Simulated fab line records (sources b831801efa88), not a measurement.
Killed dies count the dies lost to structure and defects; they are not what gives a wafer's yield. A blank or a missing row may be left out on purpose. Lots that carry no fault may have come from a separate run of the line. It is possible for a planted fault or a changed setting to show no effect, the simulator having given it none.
fab line records ; flow sky130
[record] lots = 6; wafers = 18; lastDay = 50
route steps=708 shown METAL3@556 PAD_OPEN@708
lots untouched by any fault: they come from a run of this same line in which no faults occurred
startH: hours from the record's opening day to when the first of the lot's shown wafers began ; waitH: hours from the lot's prior step to this one ; " repeats the value in the row above ; L1.1+2: a single row standing in for several wafers ; - no value, or no start given ; * or withheld: withheld ; < > ~ a bound
route shown NAME@n: NAME is a module with steps in the file, n the number in the route of the first one ; usual: average and standard deviation across the fault-free wafers ; same: alike in all rows ; chamber/n: place in a boat ; sites: each site's reading ; _std_site: the values' standard deviation ; _edge_site: inner sites' mean taken away from outer sites' mean ; radiusMm: how far each site lies from the wafer's centre ; mask NAME#n: copy n ; behind: the most recent tool/chamber to have shaped the wafer ; hold: reason for holding the lot/hours on hold/outcome of the hold ; device: the n, p or np transistor that did not switch ; end of line: the route-end tests of the same wafers ; a step given without rows: its recipe and nothing more ; killed: not the wafer's yield, but the dies lost to structure and defects at the first sort ; map: shows each die of a wafer: x if killed, . if not, _ if none is there
set.NAME: the setting that was run; set.NAME@STEP: the one run at that earlier step ; model.NAME: the simulator's own value behind a step, which no gauge read
lots at some steps of the route; a table a step, a row a wafer
services: from which hour (startH, from the record's first day; less than 0 if before it) a tool's chamber was out of use, for how many hours, and why
[[steps]]
[step SKY_METAL3_HMDS_06]
[recipe] primeTimeS = 60; primeTempC = 120
[step SKY_METAL3_COAT_07]
[recipe] resist = BARC; tempC = withheld; timeS = withheld; spinRpm = 3000; resistThkNm = 60
[step SKY_METAL3_COAT_08]
[recipe] resist = KrF-thick; spinRpm = 3000; resistThkNm = 1140
[step SKY_METAL3_SOFTBAKE_09]
[recipe] tempC = 100; timeS = 90; resist = KrF-thick
[step SKY_METAL3_EXPOSE_10]
[recipe] maskId = MM3; na = 0.68; sourceShape = annular; sigmaInner = 0.4; sigmaOuter = 0.8; targetCdNm = 300; doseMj = 28.59
[step SKY_METAL3_PEB_11]
[recipe] pebTempC = withheld; pebTimeS = withheld; resist = KrF-thick
[step SKY_METAL3_DEVELOP_12]
[recipe] developTimeS = 60; resist = KrF-thick; devTempC = 21
[step SKY_METAL3_CD_MEAS_13]
[recipe] targetCdNm = 300
[usual] cdNm = 300.0/1.4
lot.wafer;tool;chamber;startH;waitH;cdNm
L716.4;cdSem-02;-;936.57;-;300.1
L716.5;cdSem-02;-;936.57;-;300.1
L716.6;cdSem-02;-;936.57;-;300.5
L721.2;cdSem-02;-;978.04;-;299.7
L721.4;cdSem-02;-;978.04;-;299.4
L721.5;cdSem-02;-;978.04;-;300.8
L728.1;cdSem-02;-;1027.51;-;297.6
L728.5;cdSem-02;-;1027.51;-;298.4
L728.6;cdSem-02;-;1027.51;-;296.5
L731.1;cdSem-02;-;1034.42;-;301.7
L731.2;cdSem-02;-;1034.42;-;301.4
L731.4;cdSem-02;-;1034.42;-;302.9
L730.2;cdSem-01;-;1035.59;-;300.0
L730.3;cdSem-01;-;1035.59;-;300.0
L730.6;cdSem-01;-;1035.59;-;299.1
L734.1;cdSem-01;-;1052.67;-;301.1
L734.2;cdSem-01;-;1052.67;-;301.0
L734.6;cdSem-01;-;1052.67;-;300.5
[step SKY_METAL3_OVL_MEAS_14]
[usual] METAL3_OVL = 2/5.5
lot.wafer;tool;chamber;startH;waitH;METAL3_OVL[nm]
L716.4;overlay-01;-;936.65;0.1;3
L716.5;overlay-01;-;936.65;0.1;-3
L716.6;overlay-01;-;936.65;0.1;7
L721.2;overlay-02;-;978.14;0.1;-1
L721.4;overlay-02;-;978.14;0.1;19
L721.5;overlay-02;-;978.14;0.1;12
L728.1;overlay-01;-;1027.63;0.1;2
L728.5;overlay-01;-;1027.63;0.1;6
L728.6;overlay-01;-;1027.63;0.1;3
L731.1;overlay-01;-;1034.54;0.1;-2
L731.2;overlay-01;-;1034.54;0.1;-4
L731.4;overlay-01;-;1034.54;0.1;4
L730.2;overlay-01;-;1035.69;0.1;-4
L730.3;overlay-01;-;1035.69;0.1;5
L730.6;overlay-01;-;1035.69;0.1;-4
L734.1;overlay-02;-;1052.79;0.1;-1
L734.2;overlay-02;-;1052.79;0.1;-2
L734.6;overlay-02;-;1052.79;0.1;2
[step SKY_METAL3_DESCUM_15]
[recipe] chemistry = O2; sourcePowerW = 150; biasPowerW = 0; pressureMtorr = 10; tempC = 40; timeS = 8
[usual] drypumpMotorCurrentA = 5.9/0.46; oesProductAu = 1.003/0.016; tempC = 40.02/0.1
lot.wafer;tool;chamber;startH;waitH;drypumpMotorCurrentA;oesProductAu;rfHoursCounterH;tempC
L716.4;rieMetal-01;0;936.68;0.0;5.7;0.971;-;39.85
L716.5;rieMetal-01;0;936.68;0.0;5.7;0.975;-;40.01
L716.6;rieMetal-01;1;936.68;0.0;6.0;1.003;-;40.02
L721.2;rieMetal-01;0;978.17;0.0;5.7;0.968;11;40.07
L721.4;rieMetal-01;0;978.17;0.0;5.7;0.975;-;39.96
L721.5;rieMetal-01;1;978.17;0.0;6.0;1.001;-;39.97
L728.1;rieMetal-02;1;1027.67;0.0;5.9;1.013;14;39.93
L728.5;rieMetal-02;1;1027.67;0.0;5.9;1.007;-;40.01
L728.6;rieMetal-02;0;1027.67;0.0;6.3;1.028;-;40.07
L731.1;rieMetal-01;0;1034.57;0.0;5.8;0.977;16;40.10
L731.2;rieMetal-01;1;1034.57;0.0;6.0;1.017;0;40.17
L731.4;rieMetal-01;0;1034.57;0.0;5.7;0.978;-;40.02
L730.2;rieMetal-01;0;1035.72;0.0;5.7;0.989;16;40.08
L730.3;rieMetal-01;1;1035.72;0.0;6.0;1.025;-;39.88
L730.6;rieMetal-01;0;1035.72;0.0;5.7;0.984;-;39.93
L734.1;rieMetal-04;0;1052.82;0.0;5.0;1.014;19;40.12
L734.2;rieMetal-04;1;1052.82;0.0;6.5;0.994;12;39.87
L734.6;rieMetal-04;0;1052.82;0.0;4.9;1.013;-;40.04
[step SKY_METAL3_ETCH_16]
[recipe] chemistry = N2/H2; target = BARC; ionEnergyEv = 200; biasW = 100; pressureMtorr = 30; n2FlowSccm = 100; h2FlowSccm = 200; icpW = 500; stopOn = SiO2; timeS = 88.2; targetDepthA = 600
[usual] drypumpMotorCurrentA = 5.9/0.46; h2FlowSccm = 199.9/0.61; oesProductAu = 0.626/0.0045; throttleValvePct = 13.206/0.0082
lot.wafer;tool;chamber;startH;waitH;drypumpMotorCurrentA;h2FlowSccm;oesProductAu;rfHoursCounterH;throttleValvePct
L716.4;rieMetal-01;0;936.73;0.0;5.7;200.7;0.623;-;13.206
L716.5;rieMetal-01;0;936.73;0.0;5.7;200.1;0.636;-;13.188
L716.6;rieMetal-01;1;936.73;0.0;6.0;199.4;0.625;-;13.202
L721.2;rieMetal-01;0;978.21;0.0;5.8;200.3;0.621;11;13.219
L721.4;rieMetal-01;0;978.21;0.0;5.8;200.6;0.625;-;13.204
L721.5;rieMetal-01;1;978.21;0.0;6.0;200.9;0.622;-;13.211
L728.1;rieMetal-02;1;1027.70;0.0;5.9;198.9;0.628;14;13.213
L728.5;rieMetal-02;1;1027.70;0.0;5.9;199.9;0.625;-;13.221
L728.6;rieMetal-02;0;1027.70;0.0;6.2;199.0;0.631;-;13.211
L731.1;rieMetal-01;0;1034.61;0.0;5.8;199.7;0.626;16;13.199
L731.2;rieMetal-01;1;1034.61;0.0;6.0;200.3;0.621;0;13.204
L731.4;rieMetal-01;0;1034.61;0.0;5.7;199.1;0.617;-;13.208
L730.2;rieMetal-01;0;1035.76;0.0;5.7;200.5;0.628;16;13.212
L730.3;rieMetal-01;1;1035.76;0.0;6.0;199.9;0.620;-;13.200
L730.6;rieMetal-01;0;1035.76;0.0;5.7;200.0;0.625;-;13.207
L734.1;rieMetal-04;0;1052.86;0.0;5.0;200.2;0.622;19;13.197
L734.2;rieMetal-04;1;1052.86;0.0;6.5;200.3;0.627;12;13.204
L734.6;rieMetal-04;0;1052.86;0.0;5.0;200.3;0.625;-;13.200
[step SKY_METAL3_ETCH_17]
[recipe] target = SiO2; stopOn = TiN; chemistry = C4F8/O2/Ar; sourceW = 1500; biasW = 1200; pressureMtorr = 40; c4f8FlowSccm = withheld; O2_flow_sccm = 6; Ar_flow_sccm = 300; timeS = 3.9; targetDepthA = 150
[usual] oesProductAu = 0.755/0.008
lot.wafer;tool;chamber;startH;waitH;oesProductAu;rfHoursCounterH
L716.4;rieDiel-02;1;936.80;0.0;0.770;3
L716.5;rieDiel-02;3;936.80;0.0;0.759;-
L716.6;rieDiel-02;2;936.80;0.0;0.771;-
L721.2;rieDiel-03;2;978.30;0.1;0.736;9
L721.4;rieDiel-03;3;978.30;0.1;0.743;16
L721.5;rieDiel-03;2;978.30;0.1;0.748;-
L728.1;rieDiel-04;3;1027.80;0.1;0.751;19
L728.5;rieDiel-04;2;1027.80;0.1;0.757;-
L728.6;rieDiel-04;1;1027.80;0.1;0.749;-
L731.1;rieDiel-03;0;1034.70;0.1;0.753;17
L731.2;rieDiel-03;2;1034.70;0.1;0.750;11
L731.4;rieDiel-03;0;1034.70;0.1;0.767;-
L730.2;rieDiel-04;3;1035.85;0.1;0.759;20
L730.3;rieDiel-04;2;1035.85;0.1;0.768;27
L730.6;rieDiel-04;1;1035.85;0.1;0.758;-
L734.1;rieDiel-02;2;1052.95;0.1;0.750;5
L734.2;rieDiel-02;3;1052.95;0.1;0.756;26
L734.6;rieDiel-02;3;1052.95;0.1;0.761;-
[step SKY_METAL3_METAL_ETCH_18]
[recipe] targetDepthA = 8450; stopOn = SiO2; overEtchFrac = 0.3; timeS = 183.1; chemistry = Cl2/BCl3; resistSidewallDeg = 88; pressureMtorr = 10; icpW = 900; biasW = 48.5; Cl2_flow_sccm = 60; bcl3FlowSccm = 30
[usual] drypumpMotorCurrentA = 5.9/0.51; mfcCl2Sccm = 60.01/0.19; oesProductAu = 0.865/0.0077; throttleValvePct = 22.264/0.0089
lot.wafer;tool;chamber;startH;waitH;drypumpMotorCurrentA;mfcCl2Sccm;oesProductAu;rfHoursCounterH;throttleValvePct;model.KrF-thick_of_METAL3_COAT_08.thkNm;model.METAL3.cdNm;model.SiO2_of_VIA2_HDPCVD_00.thkNm
L716.4;rieMetal-02;0;936.87;0.1;6.2;59.85;0.864;-;22.262;509.4;300.9;463.9
L716.5;rieMetal-02;1;936.87;0.1;5.8;60.05;0.872;-;22.278;521.5;303;463.5
L716.6;rieMetal-02;0;936.87;0.1;6.2;59.93;0.869;-;22.261;507.5;300.3;462.9
L721.2;rieMetal-04;1;978.32;0.0;6.5;60.39;0.871;8;22.263;529;299;467.7
L721.4;rieMetal-04;0;978.32;0.0;5.0;59.68;0.859;-;22.259;520.9;293.8;466.1
L721.5;rieMetal-04;0;978.32;0.0;5.0;59.67;0.875;-;22.262;517.6;297.3;465.3
L728.1;rieMetal-04;0;1027.82;0.0;5.0;59.91;0.863;17;22.280;515;297;465.6
L728.5;rieMetal-04;1;1027.82;0.0;6.6;60.01;0.865;-;22.257;271.5;270.7;453.6
L728.6;rieMetal-04;0;1027.82;0.0;5.0;60.09;0.864;-;22.267;262.3;267.2;453.2
L731.1;rieMetal-04;1;1034.72;0.0;6.5;60.32;0.873;11;22.253;536.9;301.1;466.8
L731.2;rieMetal-04;0;1034.72;0.0;5.0;60.25;0.861;18;22.253;518;297.1;466.1
L731.4;rieMetal-04;0;1034.72;0.0;5.0;60.31;0.863;-;22.266;260;273.8;455.8
L730.2;rieMetal-02;0;1035.87;0.0;6.2;60.02;0.866;7;22.271;505.6;303.4;465
L730.3;rieMetal-02;1;1035.87;0.0;5.8;59.84;0.860;-;22.266;509;302.1;465.3
L730.6;rieMetal-02;1;1035.87;0.0;5.9;60.04;0.856;-;22.272;516.9;298.9;465.2
L734.1;rieMetal-02;1;1052.97;0.0;5.9;60.01;0.866;16;22.268;509;300.7;464.8
L734.2;rieMetal-02;1;1052.97;0.0;5.9;59.71;0.858;-;22.261;510.8;297.5;466.6
L734.6;rieMetal-02;1;1052.97;0.0;5.9;60.00;0.858;-;22.266;509;298.1;464.9
[step SKY_METAL3_STRIP_19]
[recipe] chemistry = O2/N2; powerW = 1400; pressureMtorr = 1500; platenTempC = withheld; o2FlowSccm = 3000; n2FlowSccm = 300; overashFraction = 0.5
[usual] drypumpMotorCurrentA = 6.00/0.24; oesProductAu = 0.500/0.0068; stripTimeToEndpointS = 6.50/0.12
lot.wafer;tool;chamber;startH;waitH;drypumpMotorCurrentA;oesProductAu;rfHoursCounterH;stripTimeToEndpointS
L716.4;plasmaAsher-03;1;937.03;0.1;6.28;0.490;-;6.36
L716.5;plasmaAsher-03;1;937.03;0.1;6.28;0.501;-;6.47
L716.6;plasmaAsher-03;0;937.03;0.1;6.14;0.495;-;6.35
L721.2;plasmaAsher-02;1;978.50;0.1;5.78;0.496;54;6.56
L721.4;plasmaAsher-02;0;978.50;0.1;5.84;0.502;-;6.48
L721.5;plasmaAsher-02;0;978.50;0.1;5.81;0.501;-;6.45
L728.1;plasmaAsher-04;0;1027.99;0.1;5.96;0.501;26;6.42
L728.5;plasmaAsher-04;1;1027.99;0.1;5.56;0.399;-;3.91
L728.6;plasmaAsher-04;0;1027.99;0.1;5.99;0.377;-;3.82
L731.1;plasmaAsher-03;1;1034.90;0.1;6.27;0.507;124;6.64
L731.2;plasmaAsher-03;0;1034.90;0.1;6.18;0.500;124;6.44
L731.4;plasmaAsher-03;1;1034.90;0.1;6.27;0.384;-;3.79
L730.2;plasmaAsher-03;1;1036.05;0.1;6.28;0.484;124;6.32
L730.3;plasmaAsher-03;1;1036.05;0.1;6.28;0.491;-;6.36
L730.6;plasmaAsher-03;0;1036.05;0.1;6.10;0.490;-;6.44
L734.1;plasmaAsher-03;1;1053.33;0.3;6.28;0.496;125;6.35
L734.2;plasmaAsher-03;0;1053.33;0.3;6.15;0.498;125;6.37
L734.6;plasmaAsher-03;1;1053.33;0.3;6.27;0.487;-;6.35
[step SKY_METAL3_STRIP_20]
[recipe] chemistry = postEtchResidueRemover; timeS = 1200; tempC = 72.5
[step SKY_PAD_OPEN_PROBE_99]
lot.wafer;tool;chamber;startH;waitH;model.etest.met3.widthNm;model.etest.met3.lineOhmUm
L716.4;prober-02;-;1104.82;0.2;300.3;0.1451
L716.5;prober-02;-;1104.87;0.2;306.2;0.1379
L716.6;prober-02;-;1104.92;0.2;302.7;0.1391
L721.2;prober-01;-;1136.58;0.1;301.4;0.14
L721.4;prober-01;-;1136.68;0.2;292.1;0.1474
L721.5;prober-01;-;1136.73;0.2;296.7;0.1417
L728.1;prober-01;-;1178.23;0.1;294.7;0.1464
L728.5;prober-01;-;1178.43;0.2;270;0.16
L728.6;prober-01;-;1178.48;0.2;269.1;0.1598
L731.1;prober-02;-;1183.55;0.1;301.3;0.1411
L731.2;prober-02;-;1183.60;0.1;294.4;0.145
L731.4;prober-02;-;1183.70;0.2;271.9;0.1581
L730.2;prober-01;-;1186.16;0.1;307.1;0.141
L730.3;prober-01;-;1186.21;0.2;302.5;0.1434
L730.6;prober-01;-;1186.36;0.2;299.5;0.1445
L734.1;prober-01;-;1195.67;0.1;297.7;0.1433
L734.2;prober-01;-;1195.72;0.1;297.6;0.1448
L734.6;prober-01;-;1195.92;0.2;297.4;0.1446
// killed by level:class
L716.4 CONTACT:geometricParticle:open=13 VIA1:geometricParticle:open=10 VIA1:geometricParticle:short=8 LI_CONTACT:geometricParticle:open=7 POLY_GATE:geometricParticle:short=6 METAL2:geometricParticle:short=6 VIA3:geometricParticle:open=5 VIA2:geometricParticle:short=5
L716.5 CONTACT:geometricParticle:open=11 VIA2:geometricParticle:open=11 METAL1:geometricParticle:short=8 POLY_GATE:geometricParticle:short=6 METAL2:geometricParticle:short=5 VIA3:geometricParticle:open=5 FIELD_ISO:geometricParticle:short=4 LI_CONTACT:geometricParticle:open=4
L716.6 VIA1:geometricParticle:open=11 CONTACT:geometricParticle:open=7 LI_CONTACT:geometricParticle:short=6 LOCAL_INTERCONNECT:geometricParticle:short=5 CONTACT:geometricParticle:short=5 VIA2:geometricParticle:open=5 VIA3:geometricParticle:open=5 LI_CONTACT:geometricParticle:open=4
L721.2 VIA1:geometricParticle:open=9 CONTACT:geometricParticle:open=7 FIELD_ISO:geometricParticle:open=6 VIA3:geometricParticle:open=6 VIA1:geometricParticle:short=6 VIA2:geometricParticle:open=5 LOCAL_INTERCONNECT:geometricParticle:short=4 METAL2:geometricParticle:short=4
L721.4 VIA1:geometricParticle:open=10 CONTACT:geometricParticle:open=9 VIA2:geometricParticle:open=8 LI_CONTACT:geometricParticle:open=7 VIA3:geometricParticle:open=6 LOCAL_INTERCONNECT:geometricParticle:short=5 METAL2:geometricParticle:short=5 FIELD_ISO:geometricParticle:open=4
L721.5 CONTACT:geometricParticle:open=11 VIA2:geometricParticle:open=11 VIA1:geometricParticle:open=10 VIA3:geometricParticle:open=10 METAL1:geometricParticle:short=7 METAL2:geometricParticle:short=6 VIA1:geometricParticle:short=6 VIA3:geometricParticle:short=5
L731.1 LI_CONTACT:geometricParticle:open=11 CONTACT:geometricParticle:open=11 VIA1:geometricParticle:open=7 VIA3:geometricParticle:open=7 METAL2:geometricParticle:short=6 METAL1:geometricParticle:short=6 VIA2:geometricParticle:open=5 CONTACT:geometricParticle:short=4
L731.2 VIA1:geometricParticle:open=10 LI_CONTACT:geometricParticle:open=8 VIA2:geometricParticle:open=7 VIA1:geometricParticle:short=6 CONTACT:geometricParticle:open=5 METAL2:geometricParticle:short=5 VIA3:geometricParticle:open=5 POLY_GATE:geometricParticle:short=4
L731.4 VIA1:geometricParticle:open=13 CONTACT:geometricParticle:open=12 VIA3:geometricParticle:open=8 VIA3:geometricParticle:short=7 VIA1:geometricParticle:short=5 METAL4:geometricParticle:short=4 FIELD_ISO:geometricParticle:open=3 CONTACT:geometricParticle:short=3
L730.2 LI_CONTACT:geometricParticle:open=12 CONTACT:geometricParticle:open=9 VIA2:geometricParticle:open=7 METAL1:geometricParticle:short=5 FIELD_ISO:geometricParticle:short=4 FIELD_ISO:geometricParticle:open=4 VIA1:geometricParticle:open=4 LI_CONTACT:geometricParticle:short=3
L730.3 LI_CONTACT:geometricParticle:open=10 METAL1:geometricParticle:short=8 METAL2:geometricParticle:short=7 VIA2:geometricParticle:open=7 VIA1:geometricParticle:open=6 CONTACT:geometricParticle:open=6 VIA1:geometricParticle:short=6 POLY_GATE:geometricParticle:open=4
L730.6 VIA1:geometricParticle:open=9 VIA1:geometricParticle:short=8 CONTACT:geometricParticle:open=8 VIA2:geometricParticle:open=8 METAL1:geometricParticle:short=7 LI_CONTACT:geometricParticle:open=5 CONTACT:geometricParticle:short=5 VIA3:geometricParticle:open=4
L734.1 VIA1:geometricParticle:open=17 VIA1:geometricParticle:short=10 LI_CONTACT:geometricParticle:open=9 CONTACT:geometricParticle:open=7 METAL1:geometricParticle:short=7 VIA2:geometricParticle:open=5 VIA3:geometricParticle:open=5 METAL2:geometricParticle:short=4
L734.2 VIA1:geometricParticle:open=16 CONTACT:geometricParticle:open=10 VIA2:geometricParticle:open=8 POLY_GATE:geometricParticle:open=5 LI_CONTACT:geometricParticle:open=5 METAL1:geometricParticle:short=5 VIA1:geometricParticle:short=5 LOCAL_INTERCONNECT:geometricParticle:short=4
L734.6 VIA1:geometricParticle:open=18 CONTACT:geometricParticle:open=10 LOCAL_INTERCONNECT:geometricParticle:short=8 CONTACT:geometricParticle:short=6 METAL2:geometricParticle:short=6 VIA1:geometricParticle:short=5 POLY_GATE:geometricParticle:open=4 LI_CONTACT:geometricParticle:open=4
[[services]]
tool;chamber;startH;hours;kind
plasmaAsher-02;-;917.19;4.8;repair
rieMetal-02;-;936.99;10.0;pm
plasmaAsher-04;-;940.69;14.6;pm
rieDiel-04;-;1005.37;14.6;pm
rieMetal-01;1;1011.06;-;clean
rieMetal-01;1;1011.06;22.6;scheduledDown
rieMetal-01;1;1011.06;22.6;ventCycle
rieDiel-04;1;1028.29;4.7;repair
rieMetal-04;-;1033.76;0.1;repair
rieDiel-03;1;1034.36;6.4;repair
rieDiel-04;2;1040.03;-;clean
rieDiel-04;2;1040.03;25.0;scheduledDown
rieDiel-04;2;1040.03;25.0;ventCycle
rieMetal-01;-;1040.26;28.1;pm
rieMetal-02;0;1052.77;5.5;repair
[[key]]
[firstSign] step = SKY_METAL3_STRIP_19; reading = stripTimeToEndpointS; direction = down; sigmas = 21; usual = *; struck = *
[effect] step = SKY_METAL3_STRIP_19; reading = oesProductAu; direction = down; sigmas = 17; usual = 0.500; struck = 0.387
[modelEffect] step = SKY_METAL3_METAL_ETCH_18; value = KrF-thick_of_METAL3_COAT_08.thkNm; without = 523.2; struck = 264.6
[modelEffect] step = SKY_PAD_OPEN_PROBE_99; value = etest.met3.widthNm; without = 298.3; struck = 270.3
metAt SKY_METAL3_METAL_ETCH_18
struckWafers L728.5,L728.6,L731.4
sortLeftOut L728.5,L728.6
onsetBetween 978.32 1027.82
[fault] kind = processParameterDrift; tool = rieMetal-04; chamber = -; onsetH = 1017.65; steps = SKY_METAL3_METAL_ETCH_18; channel = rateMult; offset = 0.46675; shape = step; endH = 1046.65; scope = struckWafersOnly
// sortLeftOut: the simulated sort isn't trusted on such a fault, so these wafers' sort isn't shown, and their yield isn't known
